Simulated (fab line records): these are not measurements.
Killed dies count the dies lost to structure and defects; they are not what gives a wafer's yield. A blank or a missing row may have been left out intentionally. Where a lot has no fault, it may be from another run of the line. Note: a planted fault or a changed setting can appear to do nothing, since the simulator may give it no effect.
Commonality check across tools    flow gf180mcu    Sampled: 12 lots, 42 wafers

WHAT PROMPTED THE OPENING
2 of 12 lots carry a flag on the reading DNWELL_TW at GF_DNWELL_TW_MEAS_09. No-fault wafers: 1347, standard deviation 17.
Rule: flag the lot when none of its wafers has a number, or when each of its wafers that has one lies beyond 4 standard deviations from that mean. As for the other lots, they are considered sound.

lot   measured     on            DNWELL_TW, wafer by wafer      flag
L235  day 3 11:59  filmMetro-03  1338 1338 1337                 
L234  day 3 12:17  filmMetro-02  1359 1356 1356                 
L236  day 3 15:17  filmMetro-02  1364 1357 1357                 
L238  day 3 20:38  filmMetro-01  1352 1355 1350                 
L240  day 4 08:59  filmMetro-03  1338 1327 1333                 
L239  day 4 09:20  filmMetro-02  1372 1368 1367                 
L241  day 4 12:18  filmMetro-03  1332 1338 1331                 
L244  day 5 04:07  filmMetro-03  1329 1333 1335                 
L245  day 5 11:10  filmMetro-01  1344 1349 1333                 
L252  day 7 01:37  filmMetro-02  1546 1550 1560 1547 1548 1535  FLAGGED
L255  day 7 15:29  filmMetro-03  1507 1508 1507 1503 1501 1505  FLAGGED
L256  day 7 20:17  filmMetro-02  1378 1378 1382                 
On average the flagged lots' numbers are 1526, which is +179 against the usual, or +11 standard deviations.

WHICH TOOL EACH LOT WENT THROUGH
The record keeps 1 process step preceding the reading, out of 602 steps on the route. Read each cell as the tool, then ch plus the chambers that the sampled wafers visited, then the start.
lot   flag     GF_DNWELL_IMPLANT_07
L235           implanter-04 ch 0, day 3 11:44
L234           implanter-02 ch 0, day 3 12:02
L236           implanter-03 ch 0, day 3 15:02
L238           implanter-02 ch 0, day 3 20:23
L240           implanter-02 ch 0, day 4 08:46
L239           implanter-03 ch 0, day 4 09:07
L241           implanter-02 ch 0, day 4 12:05
L244           implanter-03 ch 0, day 5 03:50
L245           implanter-03 ch 0, day 5 10:55
L252  FLAGGED  implanter-03 ch 0, day 7 01:22
L255  FLAGGED  implanter-03 ch 0, day 7 15:14
L256           implanter-04 ch 0, day 7 20:02
What these steps do:
- GF_DNWELL_IMPLANT_07
- GF_DNWELL_TW_MEAS_09

FLAGGED OVER TOTAL, TOOL BY TOOL (the gauges that took the reading come last)
step                  tool          lots run  flagged  share of the flagged lots  sound lots run after its first flagged lot
GF_DNWELL_IMPLANT_07  implanter-02  4         0        none                       -
GF_DNWELL_IMPLANT_07  implanter-03  6         2        all                        0
GF_DNWELL_IMPLANT_07  implanter-04  2         0        none                       -
GF_DNWELL_TW_MEAS_09  filmMetro-01  2         0        none                       -
GF_DNWELL_TW_MEAS_09  filmMetro-02  5         1        some                       1 (L256)
GF_DNWELL_TW_MEAS_09  filmMetro-03  5         1        some                       0

WHAT IS ALLOWED BY THE TABLE
In the table, 1 row covers all flagged lots: implanter-03 at GF_DNWELL_IMPLANT_07.
- implanter-03 at GF_DNWELL_IMPLANT_07 ran 6 lots, 2 of them flagged. A fault beginning between L245 (day 5 10:55), its last sound lot, and L252 (day 7 01:22), its first flagged one, fits the data. Its own readings lie more than 4 standard deviations out on every wafer of the flagged lots: doseIonsCm2, faradayCurrentUA.
implanter-03 at GF_DNWELL_IMPLANT_07 is the single tool remaining.

WHAT HAD BEEN PUT IN BY THE SIMULATOR
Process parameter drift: implanter-03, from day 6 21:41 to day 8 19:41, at GF_DNWELL_IMPLANT_07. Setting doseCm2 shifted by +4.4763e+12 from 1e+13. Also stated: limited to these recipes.
Struck lots among those shown: L252, L255. The same result came from the rule above.
